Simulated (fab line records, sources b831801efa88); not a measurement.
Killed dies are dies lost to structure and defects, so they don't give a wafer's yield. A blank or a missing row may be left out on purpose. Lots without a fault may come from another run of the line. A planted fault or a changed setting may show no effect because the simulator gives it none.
fab line records | flow sky130
record lots=12 wafers=36 last_day=50
route steps=708 shown VIA4@657 METAL5@675 PASSIVATION@682 PAD_OPEN@708
lots that met no fault: from a run of the same line without faults
start_h: hours from the record's first day to the start of the lot's first wafer shown | wait_h: hours since the lot's step before | " the same as in the row above | L1.1+2: a row that stands for several wafers | - no value, or no start given | * or withheld: withheld | < > ~ a bound
route shown NAME@n: a module of which the file shows steps, and the number in the route of the first | usual: mean/standard deviation of fault-free wafers | same: alike in all rows | chamber/n: place in a boat | sites: the reading at each site | _std_site: their standard deviation | _edge_site: outer sites' mean less inner sites' | radius_mm: how far each site lies from the wafer's centre | mask NAME#n: copy n | behind: the tool/chamber that last shaped the wafer | hold: why the lot was held/for how many hours/how that ended | device: the transistor (n, p or np) that didn't switch | end of line: the same wafers' tests at the end of the route | a step without rows: its recipe alone | killed: dies lost to structure and defects at the first sort, not the wafer's yield | map: a wafer's dies, x killed, . not, _ none there
set.NAME: the setting as run; set.NAME@STEP: as run at that earlier step | model.NAME: the simulator's own value behind a step, which no gauge read
steps of the route over a sample of lots; a table a step, a row a wafer
services: from which hour (start_h, from the record's first day; less than 0 if before it) a tool's chamber was out of use, for how many hours, and why
## steps
# step SKY_VIA4_CVD_18
# recipe material=W target_thk_nm=505 time_s=152.14 temp_c=400 pressure_torr=40
# usual heater_power_outer_w=489/23 heater_power_w=784/40
# same time_s=152.14
# columns lot.wafer tool chamber start_h wait_h heater_power_outer_w heater_power_w
L293.2 cvd_w-02 0 1009.62 0.0 530 823
L293.3 " 1 " " 478 768
L293.6 " 0 " " 512 827
L295.4 cvd_w-02 1 1019.69 0.1 486 769
L295.5 " 0 " " 517 818
L295.6 " 1 " " 484 783
L296.1 cvd_w-01 0 1025.57 0.0 469 780
L296.5 " 0 " " 448 798
L296.6 " 1 " " 471 702
L297.1 cvd_w-01 0 1036.72 0.0 458 792
L297.4 " 0 " " 455 792
L297.6 " 0 " " 461 782
L300.1 cvd_w-02 1 1058.12 0.0 478 779
L300.2 " 0 " " 515 799
L300.3 " 1 " " 489 767
L301.2 cvd_w-02 0 1066.00 0.0 510 836
L301.3 " 1 " " 492 769
L301.5 " 0 " " 515 783
L304.3 cvd_w-01 1 1078.81 0.1 465 709
L304.4 " 0 " " 469 819
L304.6 " 1 " " 471 700
L305.1 cvd_w-01 1 1091.70 0.0 472 699
L305.4 " 1 " " 473 707
L305.6 " 1 " " 471 699
L306.3 cvd_w-02 1 1098.86 0.1 490 781
L306.5 " 1 " " 484 776
L306.6 " 0 " " 505 815
L309.2 cvd_w-02 1 1112.92 0.0 493 774
L309.3 " 0 " " 529 853
L309.5 " 1 " " 489 773
L314.3 cvd_w-02 1 1142.09 0.1 482 781
L314.4 " 0 " " 517 827
L314.6 " 0 " " 519 823
L315.2 cvd_w-02 0 1145.25 0.0 524 830
L315.5 " 1 " " 499 768
L315.6 " 0 " " 504 816
# step SKY_VIA4_CMP_21
# recipe stop_on=SiO2 t_overpolish_s=25 down_force_psi=3.5 platen_rpm=60 target_thk_nm=0 pad_velocity_m_s=0.94248
# usual motor_current_A=10.5/0.93 overpolish_run_s=25.000/0.01 time_to_endpoint_s=120/3.5
# columns lot.wafer tool chamber start_h wait_h motor_current_A overpolish_run_s time_to_endpoint_s
L293.3 cmp-01 1 1009.95 0.0 11.0 25.017 121
L293.2 " 2 " " 9.9 24.994 119
L293.6 " 2 " " 10.6 24.994 115
L295.4 cmp-01 0 1020.12 0.2 11.3 24.996 120
L295.5 " 1 " " 11.6 24.996 119
L295.6 " 2 " " 10.0 25.013 122
L296.1 cmp-01 0 1026.03 0.2 11.4 25.000 117
L296.6 " 3 " " 8.8 24.987 124
L296.5 " 0 " " 11.2 24.992 121
L297.1 cmp-01 1 1037.25 0.1 11.3 25.004 125
L297.4 " 2 " " 10.4 25.001 122
L297.6 " 0 " " 11.9 25.005 126
L300.1 cmp-01 3 1058.45 0.1 8.8 24.982 126
L300.3 " 1 " " 11.0 25.008 124
L300.2 " 2 " " 10.7 24.987 120
L301.2 cmp-01 1 1066.39 0.1 11.2 25.024 117
L301.3 " 2 " " 9.8 24.991 121
L301.5 " 1 " " 11.2 24.978 120
L304.4 cmp-02 3 1079.09 0.0 11.5 25.012 125
L304.3 " 0 " " 10.3 25.014 122
L304.6 " 0 " " 10.0 24.998 121
L305.1 cmp-02 0 1092.08 0.1 9.4 25.005 118
L305.4 " 2 " " 9.6 25.007 117
L305.6 " 0 " " 8.9 24.990 120
L306.3 cmp-02 1 1099.29 0.2 11.4 24.986 118
L306.6 " 2 " " 9.7 25.029 116
L306.5 " 3 " " 11.3 25.004 120
L309.3 cmp-01 2 1113.31 0.1 10.3 25.006 116
L309.2 " 0 " " 11.7 25.008 120
L309.5 " 1 " " 11.5 24.984 120
L314.4 cmp-02 1 1142.37 0.0 12.1 25.005 121
L314.3 " 0 " " 10.0 24.995 126
L314.6 " 1 " " 11.2 24.990 124
L315.2 cmp-02 0 1145.63 0.1 10.4 24.991 122
L315.6 " 3 " " 11.3 25.007 118
L315.5 " 0 " " 10.4 25.003 121
# step SKY_METAL5_DESCUM_14
# recipe chemistry=O2 source_power_w=150 bias_power_w=0 pressure_mtorr=10 temp_c=40 time_s=11
# usual drypump_motor_current_A=5.8/0.56 oes_product_au=1.000/0.0066 rf_fwd_power_W=147.0/0.73
# same time_s=11
# columns lot.wafer tool chamber start_h wait_h drypump_motor_current_A oes_product_au rf_fwd_power_W rf_hours_counter_h
L293.2 rie_metal-04 0 1032.61 0.1 5.7 1.010 146.7 13
L293.3 " 1 " " 6.2 1.011 147.3 -
L293.6 " 1 " " 6.2 1.007 146.3 -
L295.4 rie_metal-03 1 1042.72 0.1 5.5 0.996 148.0 -
L295.5 " 0 " " 6.2 1.001 146.0 -
L295.6 " 1 " " 5.5 0.994 148.3 -
L296.1 rie_metal-03 1 1048.68 0.1 5.5 1.005 147.3 9
L296.5 " 1 " " 5.5 1.005 147.8 -
L296.6 " 0 " " 6.2 1.013 146.1 -
L297.1 rie_metal-03 0 1059.41 0.1 6.2 0.996 146.6 13
L297.4 " 1 " " 5.5 1.001 147.3 -
L297.6 " 1 " " 5.6 0.999 146.9 -
L300.1 rie_metal-01 1 1080.21 0.1 4.9 0.993 146.3 16
L300.2 " 0 " " 6.4 0.999 149.4 8
L300.3 " 0 " " 6.4 1.000 149.6 -
L301.2 rie_metal-01 1 1087.41 0.1 4.9 0.987 146.0 17
L301.3 " 0 " " 6.4 0.997 147.6 -
L301.5 " 0 " " 6.4 0.992 148.1 -
L304.3 rie_metal-04 0 1099.87 0.1 5.7 0.998 147.1 -
L304.4 " 1 " " 6.2 0.993 147.6 -
L304.6 " 1 " " 6.2 1.011 148.0 -
L305.1 rie_metal-03 0 1113.41 0.1 6.2 1.007 146.5 16
L305.4 " 1 " " 5.5 0.993 146.8 -
L305.6 " 0 " " 6.2 0.999 146.7 -
L306.3 rie_metal-04 0 1119.30 0.1 5.7 0.998 146.4 -
L306.5 " 1 " " 6.2 1.003 148.1 -
L306.6 " 0 " " 5.7 1.011 146.7 -
L309.2 rie_metal-01 1 1133.09 0.1 4.9 0.988 146.0 21
L309.3 " 0 " " 6.4 0.994 147.2 -
L309.5 " 0 " " 6.4 0.995 148.0 -
L314.3 rie_metal-01 1 1160.85 0.1 4.9 0.994 147.2 -
L314.4 " 0 " " 6.4 1.005 148.5 -
L314.6 " 0 " " 6.4 0.999 148.6 -
L315.2 rie_metal-03 1 1163.96 0.1 5.5 1.004 146.6 18
L315.5 " 1 " " 5.5 1.001 146.7 -
L315.6 " 0 " " 6.2 1.002 145.5 -
# step SKY_PASSIVATION_THK_MEAS_01
# recipe reads=SiO2_of_PASSIVATION_CVD_00
# usual PASSIVATION_CVD_00_THK=90.2/1.3
# columns lot.wafer tool chamber start_h wait_h PASSIVATION_CVD_00_THK[nm]
L293.2 film_metro-02 - 1033.50 - 90.4
L293.3 " - " " 90.5
L293.6 " - " " 90.5
L295.4 film_metro-04 - 1043.62 - 92.1
L295.5 " - " " 91.6
L295.6 " - " " 91.5
L296.1 film_metro-04 - 1049.60 - 88.4
L296.5 " - " " 89.8
L296.6 " - " " 91.3
L297.1 film_metro-03 - 1060.29 - 90.1
L297.4 " - " " 91.0
L297.6 " - " " 92.2
L300.1 film_metro-03 - 1081.09 - 89.4
L300.2 " - " " 88.3
L300.3 " - " " 88.3
L301.2 film_metro-03 - 1088.31 - 88.2
L301.3 " - " " 88.2
L301.5 " - " " 90.4
L304.3 film_metro-04 - 1100.80 - 88.9
L304.4 " - " " 92.6
L304.6 " - " " 92.3
L305.1 film_metro-03 - 1114.33 - 89.1
L305.4 " - " " 90.5
L305.6 " - " " 91.9
L306.3 film_metro-02 - 1120.19 - 89.4
L306.5 " - " " 90.1
L306.6 " - " " 89.7
L309.2 film_metro-02 - 1134.01 - 88.7
L309.3 " - " " 88.7
L309.5 " - " " 90.4
L314.3 film_metro-02 - 1161.74 - 88.4
L314.4 " - " " 92.1
L314.6 " - " " 90.2
L315.2 film_metro-04 - 1165.08 - 88.5
L315.5 " - " " 90.1
L315.6 " - " " 90.6
# step SKY_PAD_OPEN_PROBE_99
# usual defect_limited_yield=82.5/1.9 killed_at_M0_to_M3=44/7.2 killed_at_M4_up=2.9/1.8 killed_at_contacts=24/5.6 killed_at_front_end=15/4.2 killed_at_other=0.4/0.71 killed_dies=86/9.2 killed_on_rim=16/3.6 killed_open=47/7.2 killed_short=39/5.7 sort_bin_3_pad_short=0.9/0.4 sort_bin_5_function=10.2/1.6 sort_bin_6_memory=6.4/1.2 sort_n_pass=406/9.2 sort_yield_pct=82.5/1.9
# same gross_dies=492 killed_at_back_side=0 sort_bin_4_leakage[%]=0 sort_bin_8_speed[%]=0
# columns lot.wafer tool chamber start_h wait_h defect_limited_yield[%] killed_at_M0_to_M3 killed_at_M4_up killed_at_contacts killed_at_front_end killed_at_other killed_dies killed_on_rim killed_open killed_short sort_bin_3_pad_short[%] sort_bin_5_function[%] sort_bin_6_memory[%] sort_n_pass sort_yield_pct[%]
L293.2 prober-02 - 1079.91 0.1 77.8 62 5 28 13 1 109 23 59 49 0.4 14.8 6.9 383 77.8
L293.3 prober-02 - 1079.96 0.2 80.9 48 0 25 19 2 94 12 52 40 0.4 11.0 7.7 398 80.9
L293.6 prober-02 - 1080.11 0.2 80.5 40 2 29 25 0 96 18 49 47 1.4 11.6 6.5 396 80.5
L295.4 prober-02 - 1088.73 0.2 80.9 57 0 17 18 2 94 11 49 45 1.0 12.2 5.9 398 80.9
L295.5 prober-02 - 1088.78 0.2 82.5 46 1 16 23 0 86 15 45 41 0.8 8.9 7.7 406 82.5
L295.6 prober-02 - 1088.83 0.2 82.7 36 9 23 17 0 85 10 48 35 1.2 9.6 6.5 407 82.7
L296.1 prober-01 - 1095.48 0.1 82.3 45 5 18 19 0 87 17 51 35 0.8 11.6 5.3 405 82.3
L296.5 prober-01 - 1095.68 0.2 84.1 34 1 31 11 1 78 19 44 34 1.2 9.3 5.3 414 84.1
L296.6 prober-01 - 1095.73 0.2 84.6 41 0 19 16 0 76 13 41 35 1.0 8.3 6.1 416 84.6
L297.1 prober-02 - 1105.06 0.1 82.7 46 2 24 13 0 85 20 36 49 0.8 10.0 6.5 407 82.7
L297.4 prober-02 - 1105.21 0.2 80.3 52 3 26 16 0 97 18 46 51 1.4 12.0 6.3 395 80.3
L297.6 prober-02 - 1105.31 0.2 80.7 41 1 34 19 0 95 15 52 43 1.0 13.4 4.9 397 80.7
L300.1 prober-01 - 1124.97 0.1 83.1 49 2 18 11 3 83 13 44 38 0.6 8.9 7.3 409 83.1
L300.2 prober-01 - 1125.02 0.1 82.7 47 1 21 15 1 85 14 43 42 0.6 10.4 6.3 407 82.7
L300.3 prober-01 - 1125.07 0.2 80.7 46 6 31 12 0 95 17 53 42 1.2 10.8 7.3 397 80.7
L301.2 prober-02 - 1130.58 0.1 84.1 41 4 21 12 0 78 11 43 35 0.4 9.3 6.1 414 84.1
L301.3 prober-02 - 1130.63 0.2 82.9 41 1 26 15 1 84 13 45 39 1.2 10.0 5.9 408 82.9
L301.5 prober-02 - 1130.73 0.2 82.7 44 4 28 9 0 85 24 46 39 1.4 10.4 5.5 407 82.7
L304.3 prober-02 - 1143.17 0.2 85.2 42 1 17 13 0 73 18 39 34 0.2 8.9 5.7 419 85.2
L304.4 prober-02 - 1143.22 0.2 83.5 38 6 20 17 0 81 17 46 35 0.2 11.2 5.1 411 83.5
L304.6 prober-02 - 1143.32 0.2 83.7 33 2 26 19 0 80 15 50 29 0.8 10.8 4.7 412 83.7
L305.1 prober-02 - 1155.22 0.1 82.3 39 2 20 26 0 87 11 39 44 0.8 12.2 4.7 405 82.3
L305.4 prober-02 - 1155.37 0.2 82.5 30 4 29 23 0 86 17 43 42 0.4 10.6 6.5 406 82.5
L305.6 prober-02 - 1155.47 0.2 81.7 42 6 25 16 1 90 17 45 44 0 11.8 6.5 402 81.7
L306.3 prober-01 - 1160.45 0.2 80.1 43 3 34 18 0 98 16 62 36 0.6 11.4 7.9 394 80.1
L306.5 prober-01 - 1160.55 0.2 82.5 48 3 21 13 1 86 16 41 45 0.6 9.1 7.7 406 82.5
L306.6 prober-01 - 1160.60 0.2 82.5 45 4 21 16 0 86 17 51 35 1.2 11.0 5.3 406 82.5
L309.2 prober-02 - 1172.88 0.1 82.5 52 2 22 7 3 86 18 46 38 0.6 11.0 5.9 406 82.5
L309.3 prober-02 - 1172.93 0.2 83.7 44 1 23 11 1 80 12 42 37 0.8 9.3 6.1 412 83.7
L309.5 prober-02 - 1173.03 0.2 79.3 54 4 24 20 0 102 23 55 46 1.0 11.8 7.9 390 79.3
L314.3 prober-01 - 1197.23 0.2 82.1 47 3 21 17 0 88 20 57 31 0.4 10.2 7.3 404 82.1
L314.4 prober-01 - 1197.28 0.2 84.3 38 1 17 20 1 77 18 47 29 1.2 11.0 3.5 415 84.3
L314.6 prober-01 - 1197.38 0.2 83.1 47 3 23 10 0 83 18 39 44 1.2 9.1 6.5 409 83.1
L315.2 prober-01 - 1200.23 0.1 66.1 24 99 28 16 0 167 31 41 31 2.2 20.1 11.6 325 66.1
L315.5 prober-01 - 1200.38 0.2 64.8 35 105 25 8 0 173 35 38 33 1.2 22.6 11.4 319 64.8
L315.6 prober-01 - 1200.43 0.2 82.9 37 6 25 15 1 84 19 49 32 0.8 10.0 6.3 408 82.9
# killed by level:class
L293.2 VIA1:geometric_particle:open=17 METAL2:geometric_particle:short=13 CONTACT:geometric_particle:open=11 LI_CONTACT:geometric_particle:open=7 VIA1:geometric_particle:short=7 VIA3:geometric_particle:open=7 POLY_GATE:geometric_particle:open=6 VIA2:geometric_particle:short=5
L293.3 VIA1:geometric_particle:open=14 CONTACT:geometric_particle:open=11 VIA1:geometric_particle:short=9 LI_CONTACT:geometric_particle:open=7 FIELD_ISO:geometric_particle:open=6 METAL1:geometric_particle:short=6 VIA2:geometric_particle:open=5 FIELD_ISO:geometric_particle:short=4
L293.6 VIA2:geometric_particle:open=9 FIELD_ISO:geometric_particle:short=8 CONTACT:geometric_particle:short=8 LI_CONTACT:geometric_particle:open=8 CONTACT:geometric_particle:open=8 FIELD_ISO:geometric_particle:open=7 VIA1:geometric_particle:short=7 METAL1:geometric_particle:short=5
L295.4 VIA1:geometric_particle:open=20 METAL1:geometric_particle:short=10 METAL2:geometric_particle:short=9 FIELD_ISO:geometric_particle:short=7 FIELD_ISO:geometric_particle:open=5 CONTACT:geometric_particle:open=5 VIA3:geometric_particle:open=5 LOCAL_INTERCONNECT:geometric_particle:short=4
L295.5 VIA1:geometric_particle:open=13 POLY_GATE:geometric_particle:short=8 VIA1:geometric_particle:short=7 LI_CONTACT:geometric_particle:open=6 FIELD_ISO:geometric_particle:open=5 VIA2:geometric_particle:open=5 FIELD_ISO:geometric_particle:short=4 METAL1:geometric_particle:short=4
L295.6 LI_CONTACT:geometric_particle:open=9 METAL2:geometric_particle:short=7 CONTACT:geometric_particle:open=7 VIA1:geometric_particle:open=7 METAL4:geometric_particle:short=6 VIA2:geometric_particle:open=5 FIELD_ISO:geometric_particle:open=4 FIELD_ISO:geometric_particle:short=4
L296.1 VIA2:geometric_particle:open=9 VIA1:geometric_particle:open=8 VIA3:geometric_particle:open=7 CONTACT:geometric_particle:open=6 POLY_GATE:geometric_particle:open=5 LI_CONTACT:geometric_particle:open=5 FIELD_ISO:geometric_particle:short=4 METAL3:geometric_particle:short=4
L296.5 CONTACT:geometric_particle:open=14 LOCAL_INTERCONNECT:geometric_particle:short=7 VIA2:geometric_particle:open=7 VIA1:geometric_particle:open=6 METAL2:geometric_particle:short=5 FIELD_ISO:geometric_particle:open=4 LI_CONTACT:geometric_particle:open=4 METAL3:geometric_particle:short=4
L296.6 VIA3:geometric_particle:open=12 LI_CONTACT:geometric_particle:open=8 VIA1:geometric_particle:short=8 POLY_GATE:geometric_particle:short=7 VIA1:geometric_particle:open=7 METAL1:geometric_particle:short=4 POLY_GATE:geometric_particle:open=3 LI_CONTACT:geometric_particle:short=3
L297.1 LI_CONTACT:geometric_particle:open=9 VIA1:geometric_particle:short=8 METAL2:geometric_particle:short=7 CONTACT:geometric_particle:short=6 VIA1:geometric_particle:open=6 METAL3:geometric_particle:short=6 POLY_GATE:geometric_particle:open=5 POLY_GATE:geometric_particle:short=5
L297.4 VIA1:geometric_particle:open=14 CONTACT:geometric_particle:open=12 VIA1:geometric_particle:short=9 METAL2:geometric_particle:short=6 CONTACT:geometric_particle:short=5 METAL1:geometric_particle:short=5 VIA3:geometric_particle:open=5 POLY_GATE:geometric_particle:open=4
L297.6 VIA1:geometric_particle:open=16 CONTACT:geometric_particle:short=13 CONTACT:geometric_particle:open=13 LI_CONTACT:geometric_particle:open=7 METAL1:geometric_particle:short=6 FIELD_ISO:geometric_particle:short=5 FIELD_ISO:geometric_particle:open=5 VIA2:geometric_particle:open=5
L300.1 VIA1:geometric_particle:open=12 VIA2:geometric_particle:open=10 LOCAL_INTERCONNECT:geometric_particle:short=6 METAL1:geometric_particle:short=6 CONTACT:geometric_particle:open=5 VIA2:geometric_particle:short=5 METAL3:geometric_particle:short=4 POLY_GATE:geometric_particle:short=3
L300.2 VIA1:geometric_particle:open=9 LI_CONTACT:geometric_particle:open=6 METAL1:geometric_particle:short=6 VIA2:geometric_particle:open=6 LI_CONTACT:geometric_particle:short=5 CONTACT:geometric_particle:open=5 SPACER:geometric_particle:short=4 VIA1:geometric_particle:short=4
L300.3 LI_CONTACT:geometric_particle:open=13 VIA2:geometric_particle:open=11 VIA1:geometric_particle:open=10 METAL2:geometric_particle:short=8 CONTACT:geometric_particle:open=7 LOCAL_INTERCONNECT:geometric_particle:short=5 METAL1:geometric_particle:short=5 VIA3:geometric_particle:open=4
L301.2 VIA1:geometric_particle:open=11 CONTACT:geometric_particle:open=8 VIA1:geometric_particle:short=6 POLY_GATE:geometric_particle:short=4 LI_CONTACT:geometric_particle:open=4 VIA3:geometric_particle:open=4 METAL2:geometric_particle:short=4 VIA2:geometric_particle:open=4
L301.3 CONTACT:geometric_particle:open=10 VIA1:geometric_particle:short=8 VIA3:geometric_particle:open=8 VIA1:geometric_particle:open=7 LI_CONTACT:geometric_particle:open=7 FIELD_ISO:geometric_particle:open=5 METAL2:geometric_particle:short=5 METAL1:geometric_particle:short=3
L301.5 VIA1:geometric_particle:open=15 CONTACT:geometric_particle:open=10 LI_CONTACT:geometric_particle:open=8 VIA1:geometric_particle:short=8 CONTACT:geometric_particle:short=7 METAL3:geometric_particle:short=7 FIELD_ISO:geometric_particle:short=3 VIA3:geometric_particle:open=3
L304.3 VIA1:geometric_particle:open=9 METAL2:geometric_particle:short=7 FIELD_ISO:geometric_particle:open=6 METAL1:geometric_particle:short=6 VIA1:geometric_particle:short=5 VIA2:geometric_particle:open=5 LI_CONTACT:geometric_particle:open=4 LOCAL_INTERCONNECT:geometric_particle:short=4
L304.4 VIA1:geometric_particle:open=13 LOCAL_INTERCONNECT:geometric_particle:short=7 VIA2:geometric_particle:open=6 FIELD_ISO:geometric_particle:open=5 METAL4:geometric_particle:short=5 CONTACT:geometric_particle:open=4 CONTACT:geometric_particle:short=4 METAL2:geometric_particle:open=4
L304.6 VIA1:geometric_particle:open=12 LI_CONTACT:geometric_particle:open=10 CONTACT:geometric_particle:open=8 VIA3:geometric_particle:open=5 FIELD_ISO:geometric_particle:open=4 CONTACT:geometric_particle:short=4 VIA1:geometric_particle:short=4 VIA2:geometric_particle:open=4
L305.1 VIA1:geometric_particle:open=9 POLY_GATE:geometric_particle:short=7 CONTACT:geometric_particle:short=6 VIA3:geometric_particle:open=6 VIA3:geometric_particle:short=5 POLY_GATE:geometric_particle:open=4 LI_CONTACT:geometric_particle:open=4 METAL1:geometric_particle:short=4
L305.4 CONTACT:geometric_particle:open=8 VIA1:geometric_particle:open=8 FIELD_ISO:geometric_particle:open=6 LI_CONTACT:geometric_particle:open=6 LOCAL_INTERCONNECT:geometric_particle:short=6 VIA2:geometric_particle:open=6 FIELD_ISO:geometric_particle:short=5 POLY_GATE:geometric_particle:short=5
L305.6 CONTACT:geometric_particle:open=13 VIA1:geometric_particle:open=10 METAL1:geometric_particle:short=9 VIA2:geometric_particle:open=8 LOCAL_INTERCONNECT:geometric_particle:short=7 VIA3:geometric_particle:open=6 METAL4:geometric_particle:short=6 FIELD_ISO:geometric_particle:short=4
L306.3 LI_CONTACT:geometric_particle:open=14 CONTACT:geometric_particle:open=10 VIA1:geometric_particle:open=10 VIA1:geometric_particle:short=8 VIA2:geometric_particle:open=7 METAL1:geometric_particle:short=5 VIA3:geometric_particle:open=4 FIELD_ISO:geometric_particle:short=4
L306.5 METAL2:geometric_particle:short=8 VIA3:geometric_particle:open=8 VIA2:geometric_particle:open=7 VIA1:geometric_particle:open=6 METAL1:geometric_particle:short=6 POLY_GATE:geometric_particle:short=5 LI_CONTACT:geometric_particle:open=5 LOCAL_INTERCONNECT:geometric_particle:short=5
L306.6 VIA1:geometric_particle:open=12 VIA1:geometric_particle:short=9 VIA3:geometric_particle:open=8 VIA2:geometric_particle:open=7 LI_CONTACT:geometric_particle:open=6 CONTACT:geometric_particle:open=6 FIELD_ISO:geometric_particle:short=4 FIELD_ISO:geometric_particle:open=4
L309.2 VIA1:geometric_particle:open=13 LI_CONTACT:geometric_particle:open=9 CONTACT:geometric_particle:open=8 VIA2:geometric_particle:open=7 METAL3:geometric_particle:short=6 VIA2:geometric_particle:short=5 METAL1:geometric_particle:short=5 METAL2:geometric_particle:short=5
L309.3 VIA1:geometric_particle:open=12 CONTACT:geometric_particle:open=9 METAL1:geometric_particle:short=7 VIA1:geometric_particle:short=7 LI_CONTACT:geometric_particle:open=5 VIA3:geometric_particle:open=5 POLY_GATE:geometric_particle:short=4 VIA2:geometric_particle:short=4
L309.5 VIA1:geometric_particle:open=14 METAL2:geometric_particle:short=9 VIA2:geometric_particle:open=8 FIELD_ISO:geometric_particle:open=7 LI_CONTACT:geometric_particle:open=7 VIA3:geometric_particle:open=7 FIELD_ISO:geometric_particle:short=6 CONTACT:geometric_particle:open=6
L314.3 VIA2:geometric_particle:open=12 VIA1:geometric_particle:open=10 VIA3:geometric_particle:open=9 LI_CONTACT:geometric_particle:open=7 FIELD_ISO:geometric_particle:open=5 VIA2:geometric_particle:short=5 POLY_GATE:geometric_particle:short=4 LOCAL_INTERCONNECT:geometric_particle:short=4
L314.4 VIA1:geometric_particle:open=9 LI_CONTACT:geometric_particle:open=8 METAL2:geometric_particle:short=6 FIELD_ISO:geometric_particle:open=5 CONTACT:geometric_particle:open=5 VIA2:geometric_particle:open=5 VIA3:geometric_particle:open=5 METAL1:geometric_particle:short=4
L314.6 VIA2:geometric_particle:open=11 METAL1:geometric_particle:short=7 VIA1:geometric_particle:open=7 LI_CONTACT:geometric_particle:short=6 VIA3:geometric_particle:open=6 LI_CONTACT:geometric_particle:open=5 CONTACT:geometric_particle:short=5 CONTACT:geometric_particle:open=5
L315.2 VIA4:unspecified=93 CONTACT:geometric_particle:open=11 FIELD_ISO:geometric_particle:open=8 VIA1:geometric_particle:open=8 LOCAL_INTERCONNECT:geometric_particle:short=8 CONTACT:geometric_particle:short=6 FIELD_ISO:geometric_particle:short=5 METAL1:geometric_particle:short=4
L315.5 VIA4:unspecified=102 CONTACT:geometric_particle:open=8 VIA1:geometric_particle:open=8 LI_CONTACT:geometric_particle:open=7 VIA3:geometric_particle:open=5 CONTACT:geometric_particle:short=4 VIA2:geometric_particle:short=4 METAL3:geometric_particle:short=3
L315.6 CONTACT:geometric_particle:open=10 VIA1:geometric_particle:open=10 VIA2:geometric_particle:open=8 FIELD_ISO:geometric_particle:open=6 VIA1:geometric_particle:short=5 LOCAL_INTERCONNECT:geometric_particle:short=4 CONTACT:geometric_particle:short=4 POLY_GATE:geometric_particle:short=3
## services
# columns tool chamber start_h hours kind
cmp-02 - 987.21 4.1 pm
rie_metal-04 - 1014.48 2.8 pm
cmp-02 - 1017.71 1.4 repair
cvd_w-01 - 1017.93 4.3 repair
cvd_w-02 - 1020.10 0.4 repair
cmp-02 - 1027.03 1.1 repair
cvd_w-01 1 1032.64 9.4 repair
cmp-02 - 1034.09 1.1 repair
cmp-01 - 1046.07 1.1 repair
cvd_w-02 - 1069.92 0.9 repair
cmp-02 - 1084.00 4.0 pm
cmp-02 - 1088.00 - consumable_replace:conditioner
cmp-02 - 1088.00 - consumable_replace:pad
cvd_w-01 0 1099.48 7.7 repair
cmp-01 - 1161.37 0.6 repair
## key
first_sign step=SKY_PAD_OPEN_PROBE_99 reading=killed_at_M4_up direction=up sigmas=56 usual=2.9 struck=102
effect step=SKY_PAD_OPEN_PROBE_99 reading=sort_n_pass direction=down sigmas=9.2 usual=406 struck=322
met_at SKY_VIA4_CMP_21
struck_lots L315
struck_wafers L315.2,L315.5
not_acting_at SKY_VIA4_CVD_18,SKY_METAL5_DESCUM_14,SKY_PASSIVATION_THK_MEAS_01
onset_between 1142.37 1145.63
fault kind=chamber_particle_source tool=cmp-02 chamber=0 onset_h=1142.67 steps=SKY_VIA4_CMP_21 rate_per_visit_cm2=0.46236 end_h=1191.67
